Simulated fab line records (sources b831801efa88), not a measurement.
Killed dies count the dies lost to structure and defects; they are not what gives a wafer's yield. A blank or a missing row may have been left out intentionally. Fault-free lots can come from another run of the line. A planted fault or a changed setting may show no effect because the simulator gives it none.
A lot that was struck, set against a sound lot	flow sky130	14 out of 708 route steps
Sound: these wafers, L913.1, L913.2, L913.6. Wafers struck: L920.1, L920.2, L920.5. Last of all comes the cause.
For every step that has rows: the tool of each side, followed by ch and its chambers, followed by its first start. Under that, the readings that differ: sound wafers	struck wafers	difference of the means	sigmas: that difference in standard deviations of wafers without a fault.
alike: words and numbers the same on both sides, and readings whose means are apart by under 2 such deviations; not compared: readings that were withheld, readings missing a value for some wafer, numbers with overlapping values and no deviation given by the record, and bounds like >300 which may hide the same value.
The two part at a step that has a row with sigmas, a row that says differs or no value, or rows on one side only. Numbers that have no deviation but don't overlap get no sigmas and don't part them. A reading missing from all wafers of one side parts the sides only when that side holds two or more wafers.

SKY_CAP2M_METAL_ETCH_13: etches TiN in Cl2/BCl3, stops on SiO2, target depth 220 nm, time 62.9 s.
  sound on rie metal-02 ch 1, day 42 11:38; struck on rie metal-02 ch 0,1, day 44 15:14
  alike: drypump motor current A, oes product au, throttle valve pct
  not compared: rf hours counter h
SKY_CAP2M_STRIP_14: strips in O2/N2.
  sound on plasma asher-02 ch 0,1, day 42 11:47; struck on plasma asher-02 ch 0,1, day 44 15:19
  alike: drypump motor current A, oes product au, strip time to endpoint s
  not compared: rf hours counter h
then, 10 steps without rows for these wafers: SKY_CAP2M_STRIP_15 (strips in post etch residue remover, time 1200 s); SKY_CAP2M_CLEAN_16 (cleans in IPA, time 180 s); SKY_CAP2M_CLEAN_17 (cleans in O3/DIW); SKY_METAL4_DEHYDRATE_05 (time 60 s); SKY_METAL4_HMDS_06 (prime time 60 s); SKY_METAL4_COAT_07 (resist thk 60 nm); SKY_METAL4_COAT_08 (resist thk 1140 nm); SKY_METAL4_SOFTBAKE_09 (time 90 s); SKY_METAL4_EXPOSE_10 (exposes mask MM4, target cd 300 nm); SKY_METAL4_PEB_11.
SKY_METAL4_DEVELOP_12: develop time 60 s.
  struck on litho track-03, day 45 12:00; sound on litho track-03 ch 0, day 43 11:00
  no value came back on the struck wafers for chill plate temp C (C), develop time s (s); on the sound wafers chill plate temp C (C) reads 22.93 23.04 23.04
reading	sound	struck	difference	sigmas
model.KrF-thick_of_METAL4_COAT_08.thk nm (nm)	1122 1120 1123	1138 1139 1137	+16	
SKY_METAL4_CD_MEAS_13 targets a cd of 300 nm.
  sound: cd sem-02 at day 43 11:28; struck: cd sem-01 at day 45 13:07
reading	sound	struck	difference	sigmas
cd nm (nm)	299.7 299.4 298.8	- - -	no value on the struck wafers	

## WHERE THEY PART
First at SKY_METAL4_DEVELOP_12; last, within this record, at SKY_METAL4_CD_MEAS_13.

WHY: the cause the simulator had injected
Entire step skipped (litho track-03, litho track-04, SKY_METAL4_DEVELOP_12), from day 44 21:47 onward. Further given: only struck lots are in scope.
